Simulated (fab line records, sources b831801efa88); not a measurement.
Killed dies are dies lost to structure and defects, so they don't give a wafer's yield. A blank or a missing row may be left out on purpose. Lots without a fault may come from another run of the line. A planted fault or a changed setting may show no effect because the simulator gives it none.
Which tool did it? | flow gf180mcu | 7 lots, 21 wafers sampled, at 4 steps of a route of 602

WHAT THE GAUGES READ, wafer by wafer
GF_PASSIVATION_BOW_MEAS_14.
lot  | measured     | on            | PASSIVATION_BOW (um)
L818 | day 29 03:45 | film_metro-03 | 146 121 139
L821 | day 30 03:35 | film_metro-01 | 132 128 128
L824 | day 31 08:07 | film_metro-01 | 136 140 126
L827 | day 31 23:49 | film_metro-04 | 129 142 138
L835 | day 34 05:55 | film_metro-03 | 127 137 125
L837 | day 34 09:41 | film_metro-03 | 130 154 147
L839 | day 34 21:53 | film_metro-03 | 131 130 141

WHICH TOOL RAN EACH LOT (tool, then ch and the chambers of the sampled wafers, then the start)
lot  | GF_V3_CLEAN_20                  | GF_V5_CVD_23                  | GF_TOP_METAL_SPUTTER_04
L818 | wet_bench-02 ch 0, day 22 13:14 | cvd_w-02 ch 0,1, day 27 08:41 | pvd_sputter-01, day 27 09:28
L821 | wet_bench-03 ch 1, day 23 16:35 | cvd_w-01 ch 0,1, day 28 09:24 | pvd_sputter-04, day 28 10:11
L824 | wet_bench-03 ch 0, day 25 02:41 | cvd_w-01 ch 0,1, day 29 15:47 | pvd_sputter-04, day 29 16:34
L827 | wet_bench-04 ch 0, day 26 00:35 | cvd_w-01 ch 0,1, day 30 09:23 | pvd_sputter-01, day 30 10:10
L835 | wet_bench-03 ch 1, day 28 18:53 | cvd_w-02 ch 0,1, day 32 19:21 | pvd_sputter-01, day 32 20:08
L837 | wet_bench-02 ch 0, day 28 22:34 | cvd_w-02 ch 0,1, day 32 23:16 | pvd_sputter-01, day 33 00:03
L839 | wet_bench-03 ch 1, day 29 14:32 | cvd_w-02 ch 1, day 33 12:05   | pvd_sputter-03, day 33 12:56
- GF_V3_CLEAN_20: cleans in DIW.
- GF_V5_CVD_23: deposits W, target thk 350 nm, time 104.9 s.
- GF_TOP_METAL_SPUTTER_04: material TiN, target thk 25 nm, time 20.8 s.

THE ANSWER, worked out from the rows above alone
Rule: what is usual is taken from the lots themselves. Put in order of their means at a reading, lots are off if they are a third of the lots or fewer, leave a main group of 4 or more, and stand apart from it by a gap of 3 or more times the standard deviation of the main group's means; of several such gaps the widest counts. A main group whose means are all the same, to the digits that the tables above print for the reading, isn't used. A lot without any number at a reading at which 4 lots or more have one is off too. The other lots that the step has rows for count as sound.
No lot is off at any reading shown: from this, nothing can be told.

WHAT THE SIMULATOR HAD PUT IN
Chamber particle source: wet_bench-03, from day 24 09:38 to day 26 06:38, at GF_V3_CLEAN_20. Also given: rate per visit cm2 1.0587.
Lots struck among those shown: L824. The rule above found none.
